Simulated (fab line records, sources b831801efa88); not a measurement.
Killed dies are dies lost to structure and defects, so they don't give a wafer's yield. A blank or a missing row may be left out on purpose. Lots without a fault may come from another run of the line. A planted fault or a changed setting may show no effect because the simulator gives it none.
Tool commonality check | flow gf180mcu | 13 lots, 39 wafers sampled

WHY IT WAS OPENED
At GF_PSD_TW_MEAS_11 the reading PSD_TW is flagged on 1 of 13 lots. Wafers without a fault read 3179, standard deviation 36.
Rule: a lot is flagged when every wafer of it that has a number lies more than 4 standard deviations from that mean, or none has a number. The other lots count as sound.

lot  | measured     | on            | PSD_TW, wafer by wafer | flag
L885 | day 14 10:16 | film_metro-02 | 3164 3187 3165         |
L886 | day 14 15:07 | film_metro-02 | 3145 3179 3167         |
L887 | day 15 00:22 | film_metro-04 | 3138 3153 3129         |
L889 | day 15 15:52 | film_metro-02 | 3187 3168 3157         |
L890 | day 15 19:25 | film_metro-03 | 3212 3204 3214         |
L891 | day 16 09:03 | film_metro-03 | 3237 3211 3221         |
L892 | day 16 16:52 | film_metro-02 | 3200 3191 3196         |
L894 | day 17 07:44 | film_metro-02 | 3160 3180 3175         |
L895 | day 18 01:25 | film_metro-04 | 3132 3137 3143         |
L896 | day 18 08:22 | film_metro-03 | 3229 3214 3226         |
L903 | day 20 15:09 | film_metro-03 | 30 30 30               | FLAGGED
L907 | day 21 21:08 | film_metro-04 | 3094 3122 3103         |
L908 | day 22 08:26 | film_metro-03 | 3219 3221 3233         |
The numbers of the flagged lots are 30 on average: -3149 against the usual, or -87 standard deviations.

WHICH TOOL RAN EACH LOT
The record holds 1 process step before the reading, out of a route of 602 steps. In each cell: the tool, then ch and the chambers that the sampled wafers went through, then the start.
lot  | flag    | GF_PSD_EXPOSE_04
L885 |         | iline_stepper-02 ch 0, day 13 23:23
L886 |         | iline_stepper-02 ch 0, day 14 04:53
L887 |         | iline_stepper-01 ch 0, day 14 13:46
L889 |         | iline_stepper-01 ch 0, day 15 04:53
L890 |         | iline_stepper-02 ch 0, day 15 08:56
L891 |         | iline_stepper-02 ch 0, day 15 21:41
L892 |         | iline_stepper-01 ch 0, day 16 06:16
L894 |         | iline_stepper-01 ch 0, day 16 19:57
L895 |         | iline_stepper-01 ch 0, day 17 13:09
L896 |         | iline_stepper-01 ch 0, day 17 19:58
L903 | FLAGGED | iline_stepper-01 ch 0, day 20 02:48
L907 |         | iline_stepper-01 ch 0, day 21 09:15
L908 |         | iline_stepper-01 ch 0, day 21 20:28
What these steps do:
- GF_PSD_EXPOSE_04: exposes mask Pplus, target cd 400 nm.
- GF_PSD_TW_MEAS_11

FLAGGED OVER TOTAL, TOOL BY TOOL (the gauges that took the reading come last)
step              | tool             | lots run | flagged | share of the flagged lots | sound lots run after its first flagged lot
GF_PSD_EXPOSE_04  | iline_stepper-01 | 9        | 1       | all                       | 2 (L907,L908)
GF_PSD_EXPOSE_04  | iline_stepper-02 | 4        | 0       | none                      | -
GF_PSD_TW_MEAS_11 | film_metro-02    | 5        | 0       | none                      | -
GF_PSD_TW_MEAS_11 | film_metro-03    | 5        | 1       | all                       | 1 (L908)
GF_PSD_TW_MEAS_11 | film_metro-04    | 3        | 0       | none                      | -

WHAT THE TABLE ALLOWS
2 rows of the table ran every flagged lot: iline_stepper-01 at GF_PSD_EXPOSE_04, film_metro-03 at GF_PSD_TW_MEAS_11.
- iline_stepper-01 at GF_PSD_EXPOSE_04: 1 of its 9 lots flagged. Sound lots ran on it after the first flagged one (L907, L908), which a lasting fault on the whole tool wouldn't allow.
- film_metro-03 at GF_PSD_TW_MEAS_11: 1 of its 5 lots flagged. Sound lots ran on it after the first flagged one (L908), which a lasting fault on the whole tool wouldn't allow.
No row of the table ran every flagged lot and no sound lot after the first.

WHAT THE SIMULATOR HAD PUT IN
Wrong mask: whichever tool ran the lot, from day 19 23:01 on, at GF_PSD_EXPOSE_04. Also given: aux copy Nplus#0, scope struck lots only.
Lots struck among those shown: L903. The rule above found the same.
